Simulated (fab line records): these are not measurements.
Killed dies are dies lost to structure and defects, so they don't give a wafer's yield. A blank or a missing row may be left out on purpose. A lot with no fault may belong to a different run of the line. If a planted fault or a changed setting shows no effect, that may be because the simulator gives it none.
Problem report in the 8D (eight disciplines) form, filled by code ; flow sfq-line ; the parts of the form that need people (team, actions taken, sign-off) are left out

1. WHAT WENT WRONG
At SFQ_TRILAYER_I5_LITHO_PEB_147, heater-power-total-W averages 83.87 W over 4 wafers from 2 lots, while fault-free wafers read 79.16 W, standard deviation 0.061. Relative to the usual mean, that is a shift of +77 standard deviations.
The step: peb time 60 s.
First observed at day 72 08:16: wafer L813.1, on litho-track-02. The record has a number at this step for 42 wafers belonging to 14 lots. By rule, "out" or "out of limits" means more than 4 standard deviations away from the usual mean. Any other wafer with a number is counted as sound.

2. WHAT IT IS; WHAT IT IS NOT
question;is;is not
which readings at this step;heater-power-total-W;chill-plate-temp-C
which lots;L813, L815;L799, L802, L803, L804, L805, L806, L807, L808, L818, L819, L820, L821
which wafers of those lots;L813.1, L813.4, L815.1, L815.4;L813.2, L815.2
read on which tools;litho-track-02;litho-track-01, litho-track-04
when;from day 72 08:16;"up to then (25 sound wafers); but 13 sound wafers of L815, L818, L819, L820, L821 came after"

3. WHAT RULES OUT EACH SUSPECT
Counting: if a tool at a process step up to the reading ran every lot that is out, it stays a suspect. Sound lots after the first of them don't rule it out here, since some wafers of a struck lot are sound.
- litho-track-02 at SFQ_TRILAYER_I5_LITHO_PEB_147 (peb time 60 s): kept. It ran every lot that is out, first L813 (day 72 08:16); its last sound lot up to then is L808 (day 71 16:40). Its own heater-power-total-W readings are out on those wafers.
The count leaves litho-track-02 at SFQ_TRILAYER_I5_LITHO_PEB_147.

4. THE CAUSE (what the simulator had put in)
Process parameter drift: litho-track-02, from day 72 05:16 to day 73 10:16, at SFQ_TRILAYER_I5_LITHO_PEB_147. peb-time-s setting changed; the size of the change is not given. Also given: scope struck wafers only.
This tool alone remained once counting was done.

5. THE EFFECT CHAIN, in route order
One row per reading whose mean, taken over the struck wafers that have a number, lies over 3 standard deviations from the usual. Only readings whose record carries a usual standard deviation are examined. hours: median over the lots of the time between each lot's start at the first step of this table that gives one and its start at this step. sigmas: the change, counted in usual standard deviations.
hours;step;reading;usual;on struck wafers;change;sigmas
0;SFQ_TRILAYER_I5_LITHO_PEB_147;heater-power-total-W;79.16 W;83.87;+4.71;+77
Process steps it contains:
- SFQ_TRILAYER_I5_LITHO_PEB_147: peb time 60 s.
Later steps that measure or inspect, where all struck wafers having a row at the step show a number for every such reading and not one has moved that far: SFQ_I6_OVL_MEAS_942.

6. WHAT WOULD HAVE CAUGHT IT SOONER
First out-of-limits reading in this record: day 72 08:16, which is 3 hours after fault onset at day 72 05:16.
